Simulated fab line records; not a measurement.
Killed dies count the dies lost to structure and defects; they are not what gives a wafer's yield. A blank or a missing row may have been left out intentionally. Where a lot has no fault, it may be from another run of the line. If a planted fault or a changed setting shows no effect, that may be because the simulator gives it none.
2 desks looking at one fault -- flow gf180mcu -- each desk has only its own numbers; what lay behind them comes last

THE TOOL OWNER'S DESK: litho-track-03
The tool's own readings at GF_VT_IMPLANT_DEVELOP_39 (develop time 60 s): means of the sampled wafers that have a number, for each lot that ran on this tool. The brackets show how far a lot's mean lies from the usual mean; more than 4 standard deviations puts the lot out of limits, marked OUT.
Columns: A = developer-temp-C at GF_VT_IMPLANT_DEVELOP_39, usual 23.01 C
lot,first seen here,A
L163,day 7 09:35,22.97
L165,day 7 21:03,23.02
L167,day 9 02:09,21.92 (-9.1) OUT
L173,day 10 07:59,22.17 (-7.0) OUT
L183,day 13 00:12,22.99
L185,day 13 12:35,23.03
L186,day 13 17:00,22.87
This desk finds L167, L173 out of limits, L167 being first, at day 9 02:09 (developer-temp-C at GF_VT_IMPLANT_DEVELOP_39). Within limits: L163, L165, L183, L185, L186.

FROM THE METROLOGY DESK
What the gauges read for every lot (on any tool): the sampled wafers with a number, averaged. The brackets show how far a lot's mean lies from the usual mean; more than 4 standard deviations puts the lot out of limits, marked OUT.
Columns: A = VT_IMPLANT_03_OVL at GF_VT_IMPLANT_OVL_MEAS_40, usual 0.1 nm
lot,first seen here,A
L163,day 7 09:43,1.7
L164,day 7 17:57,-0.2
L165,day 7 21:10,-1.2
L168,day 9 01:16,-0.7
L167,day 9 02:20,1.0
L173,day 10 08:07,1.0
L174,day 10 13:37,-0.5
L175,day 10 21:14,1.1
L179,day 11 22:53,0.6
L183,day 13 00:21,0.1
L184,day 13 04:44,1.1
L185,day 13 12:43,1.7
L186,day 13 17:09,1.3
Result from this desk: across the 13 lots, nothing is out of limits.

ALL TOGETHER
An alarm could have come from the tool owner's desk at day 9 02:09, on L167, L173.
Metrology desk: nothing out of limits seen.
The metrology desk holds a record of L167, L173, inside its limits.
Every lot named ran GF_VT_IMPLANT_DEVELOP_39 on litho-track-03.

WHAT THE SIMULATOR HAD PUT IN
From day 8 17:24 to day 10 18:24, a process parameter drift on litho-track-03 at GF_VT_IMPLANT_DEVELOP_39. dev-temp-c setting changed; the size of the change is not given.
Lots struck among those shown: L167, L173.
Hours from the fault's start to each desk's first reading out of limits: the tool owner's desk, 9.
